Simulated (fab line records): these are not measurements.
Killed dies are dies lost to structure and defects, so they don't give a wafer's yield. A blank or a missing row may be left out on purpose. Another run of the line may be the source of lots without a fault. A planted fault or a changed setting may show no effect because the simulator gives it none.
Matching of chambers ; flow gf180mcu ; rieDiel-03 running GF_STI_ETCH_13: 4 sister chambers
The step etches the open film in CHF3/O2, stops on Si, target depth 282.31 nm, time 112.9 s. 4 wafers are shown with their chamber, then 7 later ones without.

WAFERS WITH THEIR CHAMBER
wafer;chamber;drypumpMotorCurrentA (A)
L272.4;2;5.8
L272.5;0;5.7
L278.2;3;4.7
L278.3;1;6.2

WAFERS WITHOUT THEIR CHAMBER
wafer;drypumpMotorCurrentA (A)
L278.6;5.7
L282.1;6.2
L282.2;5.8
L282.4;6.2
L285.1;5.8
L285.2;6.2
L285.4;4.6

WHICH CHAMBER EACH WENT THROUGH
wafer;from the rows above;in truth
L278.6;0;0
L282.1;1;1
L282.2;2;2
L282.4;1;1
L285.1;2;2
L285.2;1;1
L285.4;3;3
Correctly placed: 7 of 7. From these rows, 0 cannot be placed. Placed wrongly: 0.
How it was worked out, from the rows above alone: a wafer's distance from a chamber is the root of the sum, over the readings, of the square of ((its reading less the chamber's mean) divided by the reading's scatter). The wafer belongs to the nearest chamber; if the next one is less than 2 further off, it can't be placed. For every chamber, the mean is computed from those of its wafers that are shown. The scatter: with one shown wafer a chamber, the root of the mean of the squares of how far each hidden wafer lies from its nearest shown one.
